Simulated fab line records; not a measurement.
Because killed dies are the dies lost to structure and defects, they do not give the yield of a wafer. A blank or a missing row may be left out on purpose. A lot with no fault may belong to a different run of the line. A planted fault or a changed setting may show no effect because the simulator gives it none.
fab line records	flow sky130
record: lots: 9	wafers: 27	last_day: 50
route steps=708 shown FIELD_ISO@17 POLY_CUT@315 SD_P@330 METAL5@663 PAD_OPEN@708
lots that met no fault: taken from a fault-free run of the same line
start_h: hours from the record's opening day to when the first of the lot's shown wafers began	wait_h: time in hours since the lot's previous step	" as in the row above	L1.1+2: one row covering several wafers at once	- no value, or no start was given	* or withheld: withheld	< > ~ a bound
route shown NAME@n: a module of which the file shows steps, and the number in the route of the first	usual: mean/standard deviation of fault-free wafers	same: alike in all rows	chamber/n: place in a boat	sites: the reading at each site	_std_site: the values' standard deviation	_edge_site: inner sites' mean taken away from outer sites' mean	radius_mm: how far each site lies from the wafer's centre	mask NAME#n: copy n	behind: tool/chamber where the wafer was last shaped	hold: the reason the lot was held/the length of the hold in hours/how it ended	device: whichever transistor did not switch (one of n, p or np)	end of line: tests run on the same wafers once the route is complete	a step without rows: its recipe alone	killed: count of dies lost to structure and defects at first sort (not the wafer's yield)	map: the dies of a wafer, with x for killed, . for not killed, _ for no die there
set.NAME: the setting as run; set.NAME@STEP: as run at that earlier step	model.NAME: the simulator's own value behind a step, which no gauge read
route steps across a sampled set of lots; one table per step, one row per wafer
services: a tool's chamber out of use, with start hour (start_h, from the record's first day; less than 0 if before it), hours out, and reason
== steps ==
step: SKY_FIELD_ISO_STRIP_16
recipe: chemistry: O2/N2	power_w: 1400	pressure_mtorr: 1500	platen_temp_c: withheld	o2_flow_sccm: 3000	n2_flow_sccm: 300	overash_fraction: 0.5
usual: drypump_motor_current_A: 5.5/0.4	oes_product_au: 0.378/0.0047	strip_time_to_endpoint_s: 3.539/0.024
lot.wafer	tool	chamber	start_h	wait_h	drypump_motor_current_A	oes_product_au	rf_hours_counter_h	strip_time_to_endpoint_s
L138.4	plasma_asher-04	1	31.24	0.1	5.4	0.376	-	3.504
L138.5	"	0	"	"	5.8	0.373	-	3.493
L138.6	"	1	"	"	5.4	0.377	-	3.504
L140.1	plasma_asher-03	0	40.50	0.0	5.5	0.376	35	3.532
L140.4	"	1	"	"	5.6	0.379	-	3.536
L140.5	"	1	"	"	5.6	0.384	-	3.539
L144.1	plasma_asher-02	0	61.49	0.0	5.8	0.380	25	3.549
L144.5	"	0	"	"	5.8	0.383	-	3.563
L144.6	"	1	"	"	4.7	0.377	-	3.540
L145.4	plasma_asher-04	0	64.76	0.1	5.8	0.387	-	3.544
L145.5	"	0	"	"	5.8	0.371	-	3.534
L145.6	"	1	"	"	5.3	0.376	-	3.566
L147.3	plasma_asher-02	0	75.71	0.1	5.8	0.372	-	3.543
L147.4	"	1	"	"	4.7	0.373	-	3.556
L147.5	"	1	"	"	4.7	0.381	-	3.574
L148.1	plasma_asher-02	0	79.90	0.0	5.8	0.369	26	3.544
L148.3	"	1	"	"	4.8	0.377	-	3.518
L148.5	"	1	"	"	4.7	0.378	-	3.560
L150.1	plasma_asher-03	0	92.92	0.0	5.6	0.381	40	3.540
L150.2	"	1	"	"	5.6	0.383	40	3.579
L150.6	"	1	"	"	5.6	0.380	-	3.567
L159.4	plasma_asher-03	0	137.31	0.1	5.6	0.377	-	3.530
L159.5	"	0	"	"	5.6	0.376	-	3.554
L159.6	"	1	"	"	5.6	0.382	-	3.508
L160.1	plasma_asher-03	0	144.87	0.0	5.5	0.376	45	3.554
L160.4	"	0	"	"	5.6	0.382	-	3.552
L160.6	"	1	"	"	5.6	0.376	-	3.505
step: SKY_POLY_CUT_CD_MEAS_08
recipe: target_cd_nm: 270
usual: cd_nm: 270.4/1.5
lot.wafer	tool	chamber	start_h	wait_h	cd_nm
L138.4	cd_sem-02	-	557.87	-	271.5
L138.5	"	-	"	"	272.2
L138.6	"	-	"	"	269.4
L140.1	cd_sem-01	-	571.35	-	267.2
L140.4	"	-	"	"	267.1
L140.5	"	-	"	"	268.7
L145.4	cd_sem-01	-	629.42	-	269.4
L145.5	"	-	"	"	269.9
L145.6	"	-	"	"	268.4
L144.1	cd_sem-01	-	632.80	-	270.6
L144.5	"	-	"	"	271.5
L144.6	"	-	"	"	271.1
L147.3	cd_sem-02	-	646.49	-	270.0
L147.4	"	-	"	"	270.1
L147.5	"	-	"	"	271.6
L148.1	cd_sem-02	-	648.35	-	272.3
L148.3	"	-	"	"	271.6
L148.5	"	-	"	"	272.3
L150.1	cd_sem-01	-	664.77	-	270.7
L150.2	"	-	"	"	270.6
L150.6	"	-	"	"	270.0
L159.4	cd_sem-01	-	729.22	-	269.7
L159.5	"	-	"	"	269.4
L159.6	"	-	"	"	268.7
L160.1	cd_sem-02	-	739.47	-	270.0
L160.4	"	-	"	"	270.3
L160.6	"	-	"	"	272.3
step: SKY_SD_P_STRIP_10
recipe: chemistry: O2/N2	power_w: 1400	pressure_mtorr: 1500	platen_temp_c: withheld	o2_flow_sccm: 3000	n2_flow_sccm: 300	overash_fraction: 0.5
usual: drypump_motor_current_A: 5.5/0.37	oes_product_au: 0.617/0.0046	strip_time_to_endpoint_s: 17.50/0.042
lot.wafer	tool	chamber	start_h	wait_h	drypump_motor_current_A	oes_product_au	rf_hours_counter_h	strip_time_to_endpoint_s
L138.4	plasma_asher-01	1	588.35	0.1	5.5	0.623	-	17.48
L138.5	"	1	"	"	5.5	0.612	-	17.47
L138.6	"	0	"	"	5.6	0.617	-	17.49
L140.1	plasma_asher-01	0	601.59	0.1	5.6	0.611	93	17.47
L140.4	"	1	"	"	5.5	0.619	-	17.46
L140.5	"	0	"	"	5.6	0.614	-	17.45
L145.4	plasma_asher-01	1	658.90	0.1	5.5	0.625	-	17.51
L145.5	"	0	"	"	5.6	0.614	-	17.46
L145.6	"	1	"	"	5.5	0.623	-	17.46
L144.1	plasma_asher-04	1	661.71	0.1	5.4	0.619	57	17.55
L144.5	"	0	"	"	5.9	0.615	-	17.54
L144.6	"	1	"	"	5.3	0.627	-	17.53
L147.3	plasma_asher-04	0	674.59	0.1	5.8	0.619	-	17.48
L147.4	"	1	"	"	5.4	0.618	-	17.48
L147.5	"	1	"	"	5.3	0.612	-	17.43
L148.1	plasma_asher-04	1	676.94	0.1	5.3	0.626	59	17.50
L148.3	"	1	"	"	5.3	0.619	-	17.49
L148.5	"	0	"	"	5.9	0.619	-	17.43
L150.1	plasma_asher-02	1	693.61	0.1	4.7	0.616	80	17.48
L150.2	"	0	"	"	5.8	0.609	80	17.43
L150.6	"	1	"	"	4.7	0.617	-	17.50
L159.4	plasma_asher-02	0	757.45	0.1	5.8	0.617	-	17.46
L159.5	"	1	"	"	4.7	0.611	-	17.48
L159.6	"	0	"	"	5.8	0.619	-	17.48
L160.1	plasma_asher-04	0	766.66	0.1	5.9	0.620	66	17.57
L160.4	"	0	"	"	5.9	0.620	-	17.56
L160.6	"	0	"	"	5.8	0.618	-	17.55
step: SKY_METAL5_SPUTTER_02
recipe: material: AlCu	target_thk_nm: 1150	power_w: 10600	time_s: 61.2	chamber_pressure_pa: 0.4
usual: throttle_valve_pct: 30.2/0.84
lot.wafer	tool	chamber	start_h	wait_h	throttle_valve_pct
L138.4	pvd_sputter-01	-	1006.60	0.0	32.1
L138.5	"	-	"	"	29.9
L138.6	"	-	"	"	29.1
L140.1	pvd_sputter-01	-	1018.05	0.0	32.3
L140.4	"	-	"	"	29.4
L140.5	"	-	"	"	32.2
L145.4	pvd_sputter-02	-	1062.61	0.0	28.8
L145.5	"	-	"	"	29.9
L145.6	"	-	"	"	31.3
L144.1	pvd_sputter-01	-	1065.48	0.0	30.8
L144.5	"	-	"	"	31.8
L144.6	"	-	"	"	30.6
L147.3	pvd_sputter-04	-	1074.83	0.0	30.0
L147.4	"	-	"	"	29.2
L147.5	"	-	"	"	30.0
L148.1	pvd_sputter-04	-	1076.76	0.0	29.7
L148.3	"	-	"	"	30.6
L148.5	"	-	"	"	29.5
L150.1	pvd_sputter-02	-	1092.87	0.0	28.9
L150.2	"	-	"	"	29.9
L150.6	"	-	"	"	29.8
L159.4	pvd_sputter-02	-	1138.81	0.0	28.8
L159.5	"	-	"	"	29.5
L159.6	"	-	"	"	30.0
L160.1	pvd_sputter-02	-	1142.79	0.0	30.1
L160.4	"	-	"	"	29.9
L160.6	"	-	"	"	29.6
step: SKY_METAL5_RS_MEAS_05
recipe: thk_meas_gauge: four-point-probe	reads: TiN_of_METAL5_SPUTTER_04+Ti_of_METAL5_SPUTTER_03+AlCu_of_METAL5_SPUTTER_02+TiN_of_METAL5_SPUTTER_01+Ti_of_METAL5_SPUTTER_00
usual: METAL5_ALCU_RS: 0.027/0.00024
lot.wafer	tool	chamber	start_h	wait_h	METAL5_ALCU_RS[ohm/sq]
L138.4	film_metro-03	-	1006.78	0.1	0.0275
L138.5	"	-	"	"	0.02725
L138.6	"	-	"	"	0.02723
L140.1	film_metro-02	-	1018.17	0.0	0.02701
L140.4	"	-	"	"	0.02691
L140.5	"	-	"	"	0.02705
L145.4	film_metro-02	-	1062.79	0.1	0.02713
L145.5	"	-	"	"	0.02705
L145.6	"	-	"	"	0.02711
L144.1	film_metro-02	-	1065.59	0.0	0.02663
L144.5	"	-	"	"	0.02682
L144.6	"	-	"	"	0.02684
L147.3	film_metro-04	-	1074.99	0.1	0.02694
L147.4	"	-	"	"	0.02668
L147.5	"	-	"	"	0.02687
L148.1	film_metro-04	-	1076.88	0.0	0.0271
L148.3	"	-	"	"	0.0272
L148.5	"	-	"	"	0.02714
L150.1	film_metro-03	-	1092.99	0.0	0.027
L150.2	"	-	"	"	0.02689
L150.6	"	-	"	"	0.02686
L159.4	film_metro-04	-	1138.99	0.1	0.01502
L159.5	"	-	"	"	0.01501
L159.6	"	-	"	"	0.02728
L160.1	film_metro-04	-	1142.91	0.0	0.02701
L160.4	"	-	"	"	0.01505
L160.6	"	-	"	"	0.02707
step: SKY_METAL5_THK_MEAS_06
recipe: thk_meas_gauge: xrf	reads: AlCu_of_METAL5_SPUTTER_02
usual: METAL5_ALCU_THK: 1151/11
lot.wafer	tool	chamber	start_h	wait_h	METAL5_ALCU_THK[nm]
L138.4	film_metro-03	-	1006.87	0.1	1120
L138.5	"	-	"	"	1138
L138.6	"	-	"	"	1140
L140.1	film_metro-02	-	1018.29	0.1	1149
L140.4	"	-	"	"	1154
L140.5	"	-	"	"	1140
L145.4	film_metro-02	-	1062.88	0.1	1145
L145.5	"	-	"	"	1150
L145.6	"	-	"	"	1138
L144.1	film_metro-02	-	1065.71	0.1	1165
L144.5	"	-	"	"	1155
L144.6	"	-	"	"	1149
L147.3	film_metro-04	-	1075.09	0.1	1156
L147.4	"	-	"	"	1167
L147.5	"	-	"	"	1159
L148.1	film_metro-04	-	1077.00	0.1	1147
L148.3	"	-	"	"	1146
L148.5	"	-	"	"	1144
L150.1	film_metro-03	-	1093.11	0.1	1142
L150.2	"	-	"	"	1135
L150.6	"	-	"	"	1140
L159.4	film_metro-04	-	1139.08	0.1	2073
L159.5	"	-	"	"	2085
L159.6	"	-	"	"	1148
L160.1	film_metro-04	-	1143.03	0.1	1156
L160.4	"	-	"	"	2064
L160.6	"	-	"	"	1155
step: SKY_METAL5_METAL_ETCH_15
recipe: target_depth_a: 12600	stop_on: SiO2	over_etch_frac: 0.2	time_s: 252	chemistry: Cl2/BCl3	resist_sidewall_deg: 86	pressure_mtorr: 10	icp_w: 900	bias_w: 48.5	Cl2_flow_sccm: 60	bcl3_flow_sccm: 30
usual: drypump_motor_current_A: 5.5/0.37	he_backside_leak_sccm: 3.39/0.29	oes_product_au: 0.894/0.0058	throttle_valve_pct: 22.264/0.0094
lot.wafer	tool	chamber	start_h	wait_h	drypump_motor_current_A	he_backside_leak_sccm	oes_product_au	rf_hours_counter_h	throttle_valve_pct
L138.4	rie_metal-01	1	1029.35	0.1	5.9	3.01	0.905	-	22.251
L138.5	"	0	"	"	5.2	3.52	0.892	-	22.261
L138.6	"	1	"	"	5.9	2.94	0.896	-	22.258
L140.1	rie_metal-02	0	1040.64	0.0	5.1	3.58	0.895	12	22.265
L140.4	"	0	"	"	5.0	3.51	0.897	-	22.265
L140.5	"	1	"	"	6.0	3.32	0.894	-	22.269
L145.4	rie_metal-02	0	1084.22	0.1	5.1	3.66	0.887	-	22.249
L145.5	"	1	"	"	6.0	3.22	0.893	-	22.267
L145.6	"	0	"	"	5.0	3.56	0.893	-	22.262
L144.1	rie_metal-02	0	1086.12	0.0	5.0	3.71	0.890	15	22.259
L144.5	"	0	"	"	5.1	3.65	0.886	-	22.262
L144.6	"	1	"	"	6.0	3.28	0.896	-	22.260
L147.3	rie_metal-02	0	1095.70	0.1	5.0	3.38	0.897	-	22.255
L147.4	"	1	"	"	5.9	3.31	0.893	-	22.268
L147.5	"	0	"	"	5.1	3.54	0.889	-	22.270
L148.1	rie_metal-04	0	1097.84	0.0	5.6	3.27	0.899	21	22.262
L148.3	"	0	"	"	5.6	3.10	0.892	-	22.272
L148.5	"	1	"	"	5.6	3.47	0.887	-	22.282
L150.1	rie_metal-04	0	1113.30	0.1	5.6	3.28	0.903	22	22.262
L150.2	"	0	"	"	5.6	3.22	0.890	-	22.256
L150.6	"	0	"	"	5.6	3.26	0.894	-	22.252
L159.4	rie_metal-01	1	1156.98	0.1	5.9	3.21	0.993	-	22.272
L159.5	"	1	"	"	5.9	3.21	0.980	-	22.266
L159.6	"	0	"	"	5.2	3.32	0.907	-	22.269
L160.1	rie_metal-04	1	1160.79	0.0	5.6	3.90	0.891	24	22.260
L160.4	"	1	"	"	5.6	6.12	0.993	-	22.278
L160.6	"	0	"	"	5.6	3.21	0.894	-	22.275
step: SKY_PAD_OPEN_PROBE_99
usual: defect_limited_yield: 82.5/2	killed_at_M0_to_M3: 44/7	killed_at_M4_up: 3.0/1.7	killed_at_contacts: 24/5.2	killed_at_front_end: 15/4.8	killed_at_other: 0.2/0.56	killed_dies: 86/9.7	killed_on_rim: 17/4.1	killed_open: 47/7.1	killed_short: 39/6.3	sort_bin_3_pad_short: 0.9/0.4	sort_bin_5_function: 10.3/1.6	sort_bin_6_memory: 6.3/1.2	sort_n_pass: 406/9.7	sort_yield_pct: 82.5/2
same: gross_dies: 492	killed_at_back_side: 0	sort_bin_4_leakage[%]: 0	sort_bin_8_speed[%]: 0
lot.wafer	tool	chamber	start_h	wait_h	defect_limited_yield[%]	killed_at_M0_to_M3	killed_at_M4_up	killed_at_contacts	killed_at_front_end	killed_at_other	killed_dies	killed_on_rim	killed_open	killed_short	sort_bin_3_pad_short[%]	sort_bin_5_function[%]	sort_bin_6_memory[%]	sort_n_pass	sort_yield_pct[%]
L150.6	prober-02	-	1155.44	0.2	81.5	47	5	29	8	2	91	20	54	37	0.8	10.0	7.7	401	81.5
L159.4	prober-02	-	1194.10	0.2	0	38	421	17	16	0	492	96	41	33	1.4	93.7	4.9	0	0
L159.5	prober-02	-	1194.15	0.2	0	37	408	29	18	0	492	96	48	39	1.0	92.5	6.5	0	0
L159.6	prober-02	-	1194.20	0.2	80.9	47	3	24	20	0	94	13	63	31	0.8	11.6	6.7	398	80.9
L160.1	prober-01	-	1198.40	0.1	85.4	46	1	11	14	0	72	11	42	29	1.0	8.7	4.9	420	85.4
L160.4	prober-01	-	1198.55	0.2	0	50	407	22	13	0	492	96	49	40	0.4	92.1	7.5	0	0
L160.6	prober-01	-	1198.65	0.2	81.9	50	2	25	12	0	89	16	56	32	0.6	10.2	7.3	403	81.9
killed by level:class
L150.6 VIA1:geometric_particle:open=13 CONTACT:geometric_particle:open=10 LI_CONTACT:geometric_particle:open=8 VIA3:geometric_particle:open=7 VIA2:geometric_particle:short=7 METAL1:geometric_particle:short=6 CONTACT:geometric_particle:short=5 FIELD_ISO:geometric_particle:open=4
L159.4 METAL5:area_etch=418 VIA1:geometric_particle:open=9 LI_CONTACT:geometric_particle:open=7 VIA2:geometric_particle:open=7 POLY_GATE:geometric_particle:short=5 FIELD_ISO:geometric_particle:open=4 VIA3:geometric_particle:open=4 LOCAL_INTERCONNECT:geometric_particle:short=3
L159.5 METAL5:area_etch=405 VIA1:geometric_particle:open=11 CONTACT:geometric_particle:open=10 FIELD_ISO:geometric_particle:open=8 LOCAL_INTERCONNECT:geometric_particle:short=6 VIA2:geometric_particle:open=6 LI_CONTACT:geometric_particle:open=5 POLY_GATE:geometric_particle:short=4
L159.6 VIA1:geometric_particle:open=13 VIA2:geometric_particle:open=11 LI_CONTACT:geometric_particle:open=9 CONTACT:geometric_particle:open=9 FIELD_ISO:geometric_particle:open=7 FIELD_ISO:geometric_particle:short=6 VIA2:geometric_particle:short=5 VIA3:geometric_particle:open=5
L160.1 VIA1:geometric_particle:open=14 VIA1:geometric_particle:short=8 METAL1:geometric_particle:short=5 VIA2:geometric_particle:open=5 LI_CONTACT:geometric_particle:open=4 VIA3:geometric_particle:open=4 POLY_GATE:geometric_particle:open=3 POLY_CUT:geometric_particle:open=3
L160.4 METAL5:area_etch=402 VIA3:geometric_particle:open=15 VIA1:geometric_particle:open=7 LI_CONTACT:geometric_particle:open=7 METAL2:geometric_particle:short=7 CONTACT:geometric_particle:open=6 FIELD_ISO:geometric_particle:open=4 METAL3:geometric_particle:short=4
L160.6 VIA1:geometric_particle:open=16 CONTACT:geometric_particle:open=10 VIA3:geometric_particle:open=9 LI_CONTACT:geometric_particle:open=6 VIA2:geometric_particle:open=5 CONTACT:geometric_particle:short=4 METAL1:geometric_particle:short=4 VIA1:geometric_particle:short=4
== services ==
tool	chamber	start_h	hours	kind
pvd_sputter-02	-	82.70	6.9	repair
plasma_asher-04	-	108.75	9.0	pm
plasma_asher-04	-	127.10	0.7	repair
plasma_asher-02	-	168.05	1.7	repair
plasma_asher-02	-	178.86	1.6	repair
plasma_asher-02	-	274.20	42.0	repair
plasma_asher-02	-	314.16	4.0	repair
plasma_asher-04	-	397.11	6.0	repair
plasma_asher-02	-	430.61	48.9	repair
plasma_asher-04	-	597.73	10.6	repair
plasma_asher-04	-	679.46	2.8	pm
plasma_asher-04	-	692.07	13.4	repair
plasma_asher-04	-	706.34	2.1	repair
plasma_asher-04	-	733.33	7.1	repair
plasma_asher-02	-	793.68	1.0	repair
plasma_asher-02	-	866.62	2.1	repair
plasma_asher-02	-	895.72	4.4	repair
plasma_asher-04	-	962.02	3.4	repair
plasma_asher-02	-	984.34	15.6	pm
plasma_asher-04	-	995.30	28.1	pm
plasma_asher-02	-	1010.77	29.0	pm
plasma_asher-02	-	1039.74	2.8	pm
plasma_asher-02	-	1055.25	9.0	pm
plasma_asher-04	-	1064.37	37.5	pm
== key ==
first_sign: step: SKY_METAL5_RS_MEAS_05	reading: METAL5_ALCU_RS	direction: down	sigmas: 50	usual: 0.027	struck: 0.01503
effect: step: SKY_METAL5_THK_MEAS_06	reading: METAL5_ALCU_THK	direction: up	sigmas: 86	usual: 1151	struck: 2074
effect: step: SKY_METAL5_METAL_ETCH_15	reading: oes_product_au	direction: up	sigmas: 16	usual: 0.894	struck: 0.989
effect: step: SKY_PAD_OPEN_PROBE_99	reading: killed_at_M4_up	direction: up	sigmas: 99+	usual: 3.0	struck: 412
more_kills_born_at: SKY_METAL5_METAL_ETCH_15@rie_metal-01: 823	SKY_METAL5_METAL_ETCH_15@rie_metal-04: 402
met_at SKY_METAL5_SPUTTER_02
struck_lots L159,L160
struck_wafers L159.4,L159.5,L160.4
later_rows_left_out L159.4,L159.5,L160.4
not_acting_at SKY_FIELD_ISO_STRIP_16,SKY_POLY_CUT_CD_MEAS_08,SKY_SD_P_STRIP_10
onset_between 1092.87 1138.81
fault: kind: process_parameter_drift	tool: pvd_sputter-02	chamber: -	onset_h: 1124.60	steps: SKY_METAL5_SPUTTER_02	channel: target_thk_nm	offset: 912.45	shape: step	end_h: 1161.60	scope: struck_wafers_only	acts_in: these_recipes_only	stated: 1150
later_rows_left_out: the simulator's readings of these wafers behind a module that went badly wrong aren't trusted and aren't shown, but for the sort
